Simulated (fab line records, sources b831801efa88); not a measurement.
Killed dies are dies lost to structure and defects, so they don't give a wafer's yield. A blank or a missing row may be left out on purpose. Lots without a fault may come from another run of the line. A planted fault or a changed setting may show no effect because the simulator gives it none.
Chamber matching | flow gf180mcu | GF_V2_CVD_02 on pecvd-03: 3 sister chambers
The step deposits SiO2 from TEOS, target thk 850 nm, time 94.851 s. 14 wafers are shown with their chamber, then 7 later ones without.

WAFERS WITH THEIR CHAMBER
wafer  | chamber | heater_power_w (W)
L802.1 | 1       | 637
L802.3 | 2       | 839
L802.6 | 2       | 868
L803.3 | 2       | 826
L803.4 | 1       | 662
L803.5 | 2       | 855
L807.4 | 1       | 570
L807.5 | 0       | 787
L807.6 | 2       | 777
L812.1 | 0       | 754
L812.2 | 1       | 727
L812.6 | 1       | 583
L816.1 | 1       | 635
L816.2 | 2       | 830

SIGNATURES (means of the wafers above)
reading        | chamber 0 | chamber 1 | chamber 2 | scatter within a chamber
heater_power_w | 770.50    | 635.67    | 832.50    | 44.3
Rule: a wafer's distance from a chamber is the root of the sum, over the readings, of the square of ((its reading less the chamber's mean) divided by the reading's scatter). The wafer belongs to the nearest chamber; if the next one is less than 2 further off, it can't be placed. The scatter: the root of (the sum of the squares of (reading less its chamber's mean) over the shown wafers, divided by (wafers less chambers)).

WAFERS WITHOUT THEIR CHAMBER
wafer  | heater_power_w (W)
L816.3 | 701
L819.4 | 636
L819.5 | 772
L819.6 | 691
L821.1 | 726
L821.4 | 767
L821.5 | 738

WHICH CHAMBER EACH WENT THROUGH
wafer  | from the rows above          | in truth
L816.3 | can't be placed: 1 or 0 or 2 | 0
L819.4 | 1                            | 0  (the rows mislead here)
L819.5 | can't be placed: 0 or 2      | 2
L819.6 | can't be placed: 1 or 0 or 2 | 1
L821.1 | can't be placed: 0 or 1 or 2 | 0
L821.4 | can't be placed: 0 or 2      | 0
L821.5 | can't be placed: 0 or 2 or 1 | 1
Placed correctly: 0 of 7. Can't be placed from these rows: 6 (the true chamber is among the candidates in 6). Placed wrongly: 1.
